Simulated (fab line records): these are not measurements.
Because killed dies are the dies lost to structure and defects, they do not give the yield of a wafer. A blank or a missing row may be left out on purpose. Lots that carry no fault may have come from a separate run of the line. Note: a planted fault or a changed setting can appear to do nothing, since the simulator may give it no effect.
Problem report, 8D (eight disciplines) form, completed by code / flow sky130 / the parts of the form that need people (team, actions taken, sign-off) are left out

1. WHAT IS WRONG
VT_ADJUST_NCORE_TW at SKY_VT_ADJUST_NCORE_TW_MEAS_11 reads a mean of 228.4 on 6 wafers of 2 lots; wafers without a fault read 220.7 with a standard deviation of 1.1. Relative to the usual mean, that is a shift of +7.0 standard deviations.
First observed at day 13 07:10: wafer L509.1, on filmMetro-03. Wafers with a number at this step in the record: 39, from 13 lots. The rule behind "out" and "out of limits": a value lying over 4 standard deviations away from the usual mean. The rest of the wafers with a number are treated as sound.

2. WHAT IT IS; WHAT IT IS NOT
question=which readings at this step | is=VT_ADJUST_NCORE_TW | is not=-
question=which lots | is=L509, L513 | is not=L496, L498, L499, L500, L501, L505, L506, L512, L514, L516, L517
question=which wafers of those lots | is=all that have a number | is not=-
question=read on which gauges | is=filmMetro-03 | is not=filmMetro-01, filmMetro-02
question=when | is=from day 13 07:10 | is not=up to then (21 sound wafers); but 12 sound wafers of L512, L514, L516, L517 came after

3. THE SUSPECTS, EACH WITH WHAT RULES IT OUT
Counting: a tool at a process step up to the reading stays a suspect if it ran every lot that is out and no sound lot after the first of them.
- the gauge at SKY_VT_ADJUST_NCORE_TW_MEAS_11 is ruled out. All the wafers that are out were read on filmMetro-03, but those of them that SKY_VT_ADJUST_NCORE_IMPLANT_09 has rows for are out there too, on other tools.
- implanter-04 at SKY_VT_ADJUST_NCORE_IMPLANT_09: kept. All lots that are out passed through it, beginning with L509 at day 13 06:55, and no sound lot followed; its final sound lot before that point was L501 at day 10 15:54. Its own readings are out on those wafers: beamOnS, endStationPressureTorr, faradayCurrentUA.
The count leaves implanter-04 at SKY_VT_ADJUST_NCORE_IMPLANT_09.

4. THE CAUSE (what the simulator had put in)
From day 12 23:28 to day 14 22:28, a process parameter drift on implanter-04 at SKY_VT_ADJUST_NCORE_IMPLANT_09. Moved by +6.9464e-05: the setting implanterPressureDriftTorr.
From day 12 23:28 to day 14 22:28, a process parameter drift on implanter-04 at SKY_VT_ADJUST_NCORE_IMPLANT_09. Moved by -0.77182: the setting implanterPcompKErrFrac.
The count eliminated every tool but this one.

5. THE CHAIN OF EFFECTS, in route order
Each row: a reading where the mean over the struck wafers with a number is more than 3 standard deviations away from the usual. Readings are gone through only where the record gives a usual standard deviation; hours: the median, over the lots, of the time from a lot's start at the first step in this table giving one to that lot's start at this step; sigmas: the change measured in usual standard deviations.
hours=0; step=SKY_VT_ADJUST_NCORE_IMPLANT_09; reading=beamOnS; usual=10.00 s; on struck wafers=11.21; change=+1.21; sigmas=+6.7
hours=0; step=SKY_VT_ADJUST_NCORE_IMPLANT_09; reading=endStationPressureTorr; usual=5.03e-06 Torr; on struck wafers=7.63e-05; change=+7.13e-05; sigmas=+99 or more
hours=0; step=SKY_VT_ADJUST_NCORE_IMPLANT_09; reading=faradayCurrentUA; usual=13.54; on struck wafers=11.80; change=-1.74; sigmas=-7.3
hours=0; step=SKY_VT_ADJUST_NCORE_TW_MEAS_11; reading=VT_ADJUST_NCORE_TW; usual=220.7; on struck wafers=228.4; change=+7.8; sigmas=+7.0
Here are the process steps it includes:
- SKY_VT_ADJUST_NCORE_IMPLANT_09
Later measuring or inspecting steps at which every struck wafer that the step has a row for has a number for every such reading, and none has moved that far: SKY_VT_ADJUST_PCH_OVL_MEAS_07, SKY_VT_ADJUST_PCH_TW_MEAS_10.

6. WHAT WOULD HAVE CAUGHT IT SOONER
Counted from the fault's start at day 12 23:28, it took 8 hours until the first out-of-limits reading at a measuring or inspecting step in this record, taken at day 13 07:10.
The tool's own readings at SKY_VT_ADJUST_NCORE_IMPLANT_09 were out on every struck wafer that the step has a row for (beamOnS, endStationPressureTorr, faradayCurrentUA): an alarm limit on them would have fired on the first of those.
Lots out: 2; of these, L513 started SKY_VT_ADJUST_NCORE_IMPLANT_09 on implanter-04 after day 13 07:10. Holding the tool at that time would have saved it.
